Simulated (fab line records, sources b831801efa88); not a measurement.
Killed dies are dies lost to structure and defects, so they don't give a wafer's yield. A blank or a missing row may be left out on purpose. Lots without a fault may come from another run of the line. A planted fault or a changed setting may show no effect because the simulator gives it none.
Which tool did it? | flow gf180mcu | 13 lots, 39 wafers sampled, at 4 steps of a route of 602

WHAT THE GAUGES READ, wafer by wafer
GF_M3_OVL_MEAS_15.
lot  | measured     | on         | M3_OVL (nm)
L226 | day 20 11:28 | overlay-02 | 11 7 10
L228 | day 22 04:32 | overlay-01 | 4 4 6
L230 | day 22 13:19 | overlay-01 | 5 2 -3
L233 | day 23 21:31 | overlay-01 | -2 -4 -5
L235 | day 24 02:31 | overlay-02 | -4 2 3
L237 | day 24 12:20 | overlay-02 | -13 -9 -13
L238 | day 25 00:07 | overlay-02 | 3 9 5
L239 | day 25 17:46 | overlay-01 | 0 5 1
L240 | day 25 19:10 | overlay-01 | -5 2 1
L241 | day 26 05:43 | overlay-02 | 1 -1 5
L245 | day 27 09:19 | overlay-01 | 4 11 3
L247 | day 27 22:25 | overlay-02 | -7 -4 -4
L249 | day 28 14:44 | overlay-01 | 10 9 10

GF_V3_THK_MEAS_25: measures by xrf.
lot  | measured     | on            | V3_W_THK (nm)
L226 | day 21 14:17 | film_metro-04 | 341 346 342
L228 | day 23 07:24 | film_metro-03 | 347 345 348
L230 | day 23 15:35 | film_metro-04 | 339 341 338
L233 | day 24 23:14 | film_metro-03 | 351 353 348
L235 | day 25 03:13 | film_metro-04 | 348 354 346
L237 | day 25 13:29 | film_metro-01 | 343 341 342
L238 | day 26 01:26 | film_metro-01 | 350 349 350
L239 | day 26 17:01 | film_metro-03 | 348 348 349
L240 | day 26 18:36 | film_metro-04 | 339 338 339
L241 | day 27 06:00 | film_metro-03 | 344 344 342
L245 | day 28 08:02 | film_metro-03 | 350 355 346
L247 | day 28 19:51 | film_metro-01 | 350 346 348
L249 | day 29 11:55 | film_metro-03 | 350 351 349

WHICH TOOL RAN EACH LOT (tool, then ch and the chambers of the sampled wafers, then the start)
lot  | GF_V3_ETCH_16                      | GF_V3_ETCH_17
L226 | rie_diel-04 ch 1,2,3, day 21 13:17 | rie_diel-04 ch 1,2,3, day 21 13:00
L228 | rie_diel-03 ch 0,2, day 23 06:16   | rie_diel-03 ch 0,2, day 23 06:00
L230 | rie_diel-02 ch 2,3, day 23 14:32   | rie_diel-02 ch 2,3, day 23 14:00
L233 | rie_diel-02 ch 0,1, day 24 22:13   | rie_diel-02 ch 0,1, day 24 22:00
L235 | rie_diel-02 ch 1,2,3, day 25 02:13 | rie_diel-02 ch 1,2,3, day 25 02:00
L237 | rie_diel-04 ch 0,2, day 25 12:08   | rie_diel-04 ch 0,2, day 25 12:00
L238 | rie_diel-02 ch 0,2,3, day 26 00:04 | rie_diel-02 ch 0,2,3, day 26 00:00
L239 | rie_diel-02 ch 0,1,3, day 26 15:58 | rie_diel-02 ch 0,1,3, day 26 16:00
L240 | rie_diel-04 ch 0,2,3, day 26 17:34 | rie_diel-04 ch 0,2,3, day 26 17:00
L241 | rie_diel-02 ch 0,1,3, day 27 04:58 | rie_diel-02 ch 0,1,3, day 27 05:00
L245 | rie_diel-04 ch 0,2,3, day 28 07:01 | rie_diel-04 ch 0,2,3, day 28 07:00
L247 | rie_diel-02 ch 2,3, day 28 18:52   | rie_diel-02 ch 2,3, day 28 18:00
L249 | rie_diel-04 ch 0,1,2, day 29 10:52 | rie_diel-04 ch 0,1,2, day 29 10:00
- GF_V3_ETCH_16: etches BARC in N2/H2.
- GF_V3_ETCH_17: etches SiO2 in C4F8/O2/Ar, stops on TiN, target depth 635 nm.

WHAT THE TOOLS THEMSELVES READ (means of the sampled wafers that have a number; where no wafer has one, the mark that the record gives instead)
GF_V3_ETCH_16.
lot  | tool        | bias_w (W) | drypump_motor_current_A (A) | h2_flow_sccm (sccm) | oes_product_au (a.u.) | throttle_valve_pct (%)
L226 | rie_diel-04 | 99.99      | 5.2                         | 200.0               | 0.852                 | 13.224
L228 | rie_diel-03 | 100.16     | 6.1                         | 199.6               | 0.857                 | 13.217
L230 | rie_diel-02 | 99.98      | 5.5                         | 199.8               | 0.853                 | 13.219
L233 | rie_diel-02 | 99.76      | 5.7                         | 200.4               | 0.848                 | 13.226
L235 | rie_diel-02 | 99.88      | 5.7                         | 199.9               | 0.855                 | 13.223
L237 | rie_diel-04 | 100.09     | 5.6                         | 200.3               | 0.857                 | 13.224
L238 | rie_diel-02 | 99.90      | 5.4                         | 200.0               | 0.856                 | 13.229
L239 | rie_diel-02 | 99.92      | 5.7                         | 199.6               | 0.857                 | 13.230
L240 | rie_diel-04 | 99.90      | 5.7                         | 199.8               | 0.858                 | 13.217
L241 | rie_diel-02 | 99.90      | 5.7                         | 200.3               | 0.854                 | 13.231
L245 | rie_diel-04 | 100.21     | 5.7                         | 200.1               | 0.855                 | 13.224
L247 | rie_diel-02 | 99.97      | 5.5                         | 199.9               | 0.854                 | 13.222
L249 | rie_diel-04 | 99.88      | 5.6                         | 200.2               | 0.856                 | 13.237

GF_V3_ETCH_17.
lot  | tool        | bias_w (W) | oes_product_au (a.u.)
L226 | rie_diel-04 | 1199       | 0.856
L228 | rie_diel-03 | 1201       | 0.859
L230 | rie_diel-02 | 1200       | 0.853
L233 | rie_diel-02 | 1201       | 0.852
L235 | rie_diel-02 | 1200       | 0.852
L237 | rie_diel-04 | 1199       | 0.858
L238 | rie_diel-02 | 1200       | 0.855
L239 | rie_diel-02 | 1202       | 0.862
L240 | rie_diel-04 | 1200       | 0.851
L241 | rie_diel-02 | 1415       | 0.856
L245 | rie_diel-04 | 1199       | 0.854
L247 | rie_diel-02 | 1414       | 0.856
L249 | rie_diel-04 | 1199       | 0.856

THE ANSWER, worked out from the rows above alone
Rule: what is usual is taken from the lots themselves. Put in order of their means at a reading, lots are off if they are a third of the lots or fewer, leave a main group of 4 or more, and stand apart from it by a gap of 3 or more times the standard deviation of the main group's means; of several such gaps the widest counts. A main group whose means are all the same, to the digits that the tables above print for the reading, isn't used. A lot without any number at a reading at which 4 lots or more have one is off too. The other lots that the step has rows for count as sound. The gauges are gone through in route order, then the tools' own readings, and for those a lot's mean is taken as printed above. The first step at which some lot is off is used, and at that step the reading that is off furthest; a lot without a number counts as furthest.
Off: L241, L247, at GF_V3_ETCH_17 (bias_w). The main group: mean 1200 W, standard deviation 0.95.
A tool fits if, at that step or a process step before it, it ran every lot that is off, and no sound lot after the first of them. One fits: rie_diel-02 at GF_V3_ETCH_16 and GF_V3_ETCH_17. At GF_V3_ETCH_16 its last sound lot is L239 (day 26 15:58), its first lot that is off L241 (day 27 04:58): a fault that began between those two fits.

WHAT THE SIMULATOR HAD PUT IN
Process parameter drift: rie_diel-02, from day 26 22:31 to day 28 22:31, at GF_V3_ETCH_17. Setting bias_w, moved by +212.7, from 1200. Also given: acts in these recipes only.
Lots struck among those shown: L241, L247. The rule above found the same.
